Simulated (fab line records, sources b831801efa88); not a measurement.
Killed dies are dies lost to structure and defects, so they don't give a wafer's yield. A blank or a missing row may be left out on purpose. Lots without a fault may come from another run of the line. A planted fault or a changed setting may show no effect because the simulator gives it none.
Problem report in the 8D (eight disciplines) form, filled by code | flow sfq_line | the parts of the form that need people (team, actions taken, sign-off) are left out

1. THE PROBLEM
head_pressure_psi at SFQ_TRILAYER_I4_CMP_CMP_100 reads a mean of 3.171 psi on 12 wafers of 4 lots; wafers without a fault read 3.000 psi with a standard deviation of 0.006. That is +29 standard deviations from the usual mean.
The step: polishes SiO2.
First seen on wafer L550.3, day 37 10:54, on cmp-01. The record holds 48 wafers of 16 lots with a number at this step. Rule for "out", or "out of limits": more than 4 standard deviations from the usual mean. The other wafers with a number count as sound.

2. WHAT IT IS AND WHAT IT IS NOT
question                    | is                     | is not
which readings at this step | head_pressure_psi      | motor_current_A, slurry_flow_ml_min
which lots                  | L550, L551, L553, L556 | L544, L545, L546, L549, L554, L561, L562, L563, L564, L565, L566, L567
which wafers of those lots  | all that have a number | -
read on which tools         | cmp-01                 | cmp-02
when                        | from day 37 10:54      | up to then (12 sound wafers); but 24 sound wafers of L554, L561, L562, L563, L564, L565, L566, L567 came after

3. SUSPECTS, AND WHAT RULES EACH OUT
Counting: a tool at a process step up to the reading stays a suspect if it ran every lot that is out and no sound lot after the first of them.
- cmp-01 at SFQ_TRILAYER_I4_CMP_CMP_100 (polishes SiO2): ruled out as a lasting fault. Sound lots L563, L565, L566, L567 ran on it after its first lot that is out, L550 (day 37 10:54).
Left after counting: nothing in the record.

4. THE CAUSE (what the simulator had put in)
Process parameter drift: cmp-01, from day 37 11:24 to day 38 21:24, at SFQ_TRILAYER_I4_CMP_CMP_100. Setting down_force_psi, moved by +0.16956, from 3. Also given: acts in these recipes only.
Counting ruled it out, wrongly.

5. THE CHAIN OF EFFECTS, in route order
Each row: a reading whose mean over the struck wafers that have a number lies more than 3 standard deviations from the usual. Only readings for which the record gives a usual standard deviation are gone through. hours: the time from each lot's start at the first step in this table that gives one to its start at this step, as a median over the lots. sigmas: the change in usual standard deviations.
hours | step                        | reading           | usual     | on struck wafers | change | sigmas
0     | SFQ_TRILAYER_I4_CMP_CMP_100 | head_pressure_psi | 3.000 psi | 3.171            | +0.171 | +29
The process steps in it:
- SFQ_TRILAYER_I4_CMP_CMP_100: polishes SiO2.

6. WHAT WOULD HAVE CAUGHT IT SOONER
In this record the first reading out of limits was taken at day 37 10:54.
